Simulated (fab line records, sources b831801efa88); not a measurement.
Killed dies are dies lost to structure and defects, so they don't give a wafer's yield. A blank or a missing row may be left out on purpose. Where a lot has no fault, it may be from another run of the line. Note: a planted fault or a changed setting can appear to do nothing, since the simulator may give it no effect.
Which of the tools did it? | flow gf180mcu | 13 lots, 39 wafers sampled, at 6 steps of a route of 602

## WHAT THE GAUGES SHOWED, per wafer
GF_LVPWELL_TW_MEAS_11. Usual: LVPWELL_TW gives 559 (standard deviation 5.3).
lot  | measured    | on            | LVPWELL_TW  | flag
L941 | day 4 02:50 | film-metro-03 | 568 567 568 |
L942 | day 4 10:04 | film-metro-01 | 555 554 553 |
L943 | day 4 13:07 | film-metro-04 | 562 562 561 |
L945 | day 4 23:08 | film-metro-01 | 554 554 559 |
L947 | day 5 14:53 | film-metro-03 | 567 568 566 |
L948 | day 5 19:09 | film-metro-04 | 556 557 554 |
L949 | day 5 22:11 | film-metro-01 | 559 559 556 |
L950 | day 6 07:05 | film-metro-03 | 565 567 565 |
L951 | day 6 11:09 | film-metro-04 | 556 555 555 |
L952 | day 6 17:19 | film-metro-04 | 556 554 554 |
L954 | day 7 05:05 | film-metro-04 | 592 590 592 | OFF
L956 | day 7 17:05 | film-metro-03 | 586 589 589 | OFF
L963 | day 9 09:19 | film-metro-01 | 553 553 555 |

GF_VT_IMPLANT_RS_MEAS_48: uses a four-point probe to measure. Usual: LVPWELL_RS gives 1197 ohm/sq (standard deviation 3.1).
lot  | measured     | on            | LVPWELL_RS (ohm/sq) | flag
L941 | day 7 20:58  | film-metro-04 | 1198 1196 1195      |
L942 | day 8 04:31  | film-metro-04 | 1200 1202 1201      |
L943 | day 8 10:51  | film-metro-04 | 1195 1193 1194      |
L945 | day 8 20:49  | film-metro-03 | 1199 1194 1195      |
L947 | day 9 14:47  | film-metro-03 | 1195 1197 1197      |
L948 | day 9 21:38  | film-metro-04 | 1195 1191 1192      |
L949 | day 10 00:46 | film-metro-03 | 1196 1192 1193      |
L950 | day 10 09:57 | film-metro-03 | 1198 1199 1198      |
L951 | day 10 15:50 | film-metro-04 | 1200 1201 1196      |
L952 | day 11 00:40 | film-metro-01 | 1201 1201 1200      |
L954 | day 11 11:43 | film-metro-04 | 1055 1057 1057      | OFF
L956 | day 12 03:49 | film-metro-01 | 1059 1055 1054      | OFF
L963 | day 14 02:28 | film-metro-04 | 1195 1195 1195      |

GF_POLY_GATE_OVL_MEAS_11. Usual: POLY_GATE_OVL gives -2 nm (standard deviation 4.4).
lot  | measured     | on         | POLY_GATE_OVL (nm) | flag
L941 | day 9 15:08  | overlay-01 | 1 4 1              |
L942 | day 9 18:32  | overlay-01 | -4 -2 1            |
L943 | day 10 02:35 | overlay-02 | -6 -1 -6           |
L945 | day 10 13:38 | overlay-02 | 0 7 8              |
L947 | day 11 09:41 | overlay-02 | -3 -5 -7           |
L948 | day 11 15:29 | overlay-01 | 0 -2 7             |
L949 | day 11 19:10 | overlay-01 | -1 -1 -8           |
L950 | day 12 06:04 | overlay-02 | -11 0 -4           |
L951 | day 12 11:26 | overlay-01 | -3 -7 -3           |
L952 | day 12 20:17 | overlay-02 | -3 -10 -3          |
L954 | day 13 07:34 | overlay-02 | 5 1 0              |
L956 | day 14 01:32 | overlay-02 | -5 1 -4            |
L963 | day 16 02:32 | overlay-02 | -4 -1 5            |

GF_HV_LDD_CD_MEAS_46: the cd target is 400 nm. Usual: cd-nm at 400.3 nm, with a standard deviation of 2.6.
lot  | measured     | on        | cd-nm (nm)        | flag
L941 | day 12 18:03 | cd-sem-02 | 402.6 400.5 398.6 |
L942 | day 12 23:52 | cd-sem-01 | 399.2 400.9 399.9 |
L943 | day 13 09:13 | cd-sem-01 | 406.1 405.5 405.0 |
L945 | day 13 22:05 | cd-sem-02 | 399.3 398.3 402.2 |
L947 | day 14 20:25 | cd-sem-01 | 398.6 402.3 398.5 |
L948 | day 15 02:56 | cd-sem-02 | 396.6 398.8 398.4 |
L949 | day 15 06:55 | cd-sem-01 | 400.2 398.0 399.9 |
L950 | day 15 20:38 | cd-sem-02 | 398.7 401.2 401.5 |
L951 | day 16 03:08 | cd-sem-01 | 400.1 399.2 398.6 |
L952 | day 16 11:49 | cd-sem-01 | 401.4 398.9 402.4 |
L954 | day 17 00:25 | cd-sem-02 | 398.8 400.3 399.3 |
L956 | day 17 22:26 | cd-sem-02 | 398.0 398.4 399.2 |
L963 | day 20 03:37 | cd-sem-02 | 402.8 399.9 403.0 |

## TOOL THAT RAN EACH LOT (tool first, then ch and the chambers of the sampled wafers, then the start)
lot  | GF_STI_CMP_25                | GF_LVPWELL_IMPLANT_09
L941 | cmp-02 ch 0,1,3, day 2 10:05 | implanter-01 ch 0, day 4 02:35
L942 | cmp-02 ch 0,1, day 2 15:32   | implanter-02 ch 0, day 4 09:52
L943 | cmp-02 ch 0,1,3, day 2 19:03 | implanter-04 ch 0, day 4 12:55
L945 | cmp-01 ch 0,1,3, day 3 04:49 | implanter-02 ch 0, day 4 22:53
L947 | cmp-02 ch 0,2,3, day 3 17:34 | implanter-04 ch 0, day 5 14:40
L948 | cmp-02 ch 0,2,3, day 3 22:19 | implanter-04 ch 0, day 5 18:55
L949 | cmp-01 ch 0,1,3, day 4 00:53 | implanter-04 ch 0, day 5 21:56
L950 | cmp-01 ch 0,1,2, day 4 07:39 | implanter-04 ch 0, day 6 06:50
L951 | cmp-01 ch 0,2,3, day 4 13:22 | implanter-02 ch 0, day 6 10:55
L952 | cmp-01 ch 0,1,2, day 4 17:24 | implanter-02 ch 0, day 6 17:04
L954 | cmp-01 ch 0,2, day 5 04:07   | implanter-02 ch 0, day 7 04:50
L956 | cmp-01 ch 0,3, day 5 14:07   | implanter-02 ch 0, day 7 16:52
L963 | cmp-01 ch 0,2,3, day 7 03:50 | implanter-01 ch 0, day 9 09:05
- GF_STI_CMP_25: polishes, stops on Si3N4, t overpolish 33 s, target thk 524.6 nm.
- GF_LVPWELL_IMPLANT_09

## AS READ BY THE TOOLS THEMSELVES (means over the sampled wafers that have a number; for cases with no such wafer, the mark the record gives instead)
GF_STI_CMP_25. Usual: motor-current-A 11.8 A, standard deviation 1; overpolish-run-s 33.000 s, standard deviation 0.0091; time-to-endpoint-s 125 s, standard deviation 5.4.
lot  | tool   | motor-current-A (A) | overpolish-run-s (s) | time-to-endpoint-s (s) | flag
L941 | cmp-02 | 11.3                | 33.000               | 125                    |
L942 | cmp-02 | 11.0                | 33.005               | 125                    |
L943 | cmp-02 | 11.7                | 32.994               | 117                    |
L945 | cmp-01 | 12.4                | 33.008               | 130                    |
L947 | cmp-02 | 11.7                | 33.002               | 126                    |
L948 | cmp-02 | 11.8                | 32.995               | 121                    |
L949 | cmp-01 | 12.4                | 33.003               | 126                    |
L950 | cmp-01 | 11.3                | 32.991               | 127                    |
L951 | cmp-01 | 11.8                | 33.002               | 131                    |
L952 | cmp-01 | 11.5                | 32.995               | 130                    |
L954 | cmp-01 | 10.8                | 33.003               | 130                    |
L956 | cmp-01 | 12.9                | 32.998               | 130                    |
L963 | cmp-01 | 11.4                | 33.002               | 130                    |

GF_LVPWELL_IMPLANT_09. Usual: dose-ions-cm2 5e+12, standard deviation 5.8e+09; faraday-current-uA 28.2, standard deviation 0.6.
lot  | tool         | dose-ions-cm2 | faraday-current-uA | flag
L941 | implanter-01 | 5e+12         | 28.1               |
L942 | implanter-02 | 5e+12         | 28.2               |
L943 | implanter-04 | 5e+12         | 28.0               |
L945 | implanter-02 | 5e+12         | 28.2               |
L947 | implanter-04 | 5e+12         | 27.6               |
L948 | implanter-04 | 5e+12         | 27.7               |
L949 | implanter-04 | 5e+12         | 27.7               |
L950 | implanter-04 | 5e+12         | 28.6               |
L951 | implanter-02 | 5e+12         | 28.1               |
L952 | implanter-02 | 5e+12         | 28.4               |
L954 | implanter-02 | 9e+12         | 51.0               | OFF
L956 | implanter-02 | 9e+12         | 52.0               | OFF
L963 | implanter-01 | 5e+12         | 28.6               |

## THE ANSWER, worked out from the rows above alone
Rule: take the mean of a lot's wafers that have a number; if it is more than 3 standard deviations from the usual mean, the lot is off. A lot without any number at a reading at which 4 lots or more have one is off too. Any other lot the step has rows for is counted as sound. First the gauges in route order, then the tools' own readings, where a lot's mean is used as printed above. The first step at which some lot is off is used, and at that step the reading that is off furthest; a lot without a number counts as furthest.
Off: L954, L956, seen at GF_LVPWELL_TW_MEAS_11 (LVPWELL_TW).
A tool fits if, at a process step before that reading, it ran every lot that is off, and no sound lot after the first of them. Not tried: the gauges at GF_LVPWELL_TW_MEAS_11; whatever is off there is also off at GF_LVPWELL_IMPLANT_09, on other tools, and gauge error can't account for it. One fits: implanter-02 at GF_LVPWELL_IMPLANT_09. A fault onset in the window from L952 (day 6 17:04, its last sound lot) to L954 (day 7 04:50, its first lot off) fits.
The tool's own readings at GF_LVPWELL_IMPLANT_09 bear it out: on the lots that are off they differ by more than 5 times the standard deviation of the sound lots' means. dose-ions-cm2 reads 9e+12 there against 5e+12 on the sound lots; faraday-current-uA reads 51.5 there against 28.1 on the sound lots.

## WHAT HAD BEEN PUT IN BY THE SIMULATOR
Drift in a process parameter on implanter-02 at GF_LVPWELL_IMPLANT_09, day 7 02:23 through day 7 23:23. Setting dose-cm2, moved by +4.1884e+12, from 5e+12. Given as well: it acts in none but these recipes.
Struck lots among those shown: L954, L956. The rule above reached the same finding.
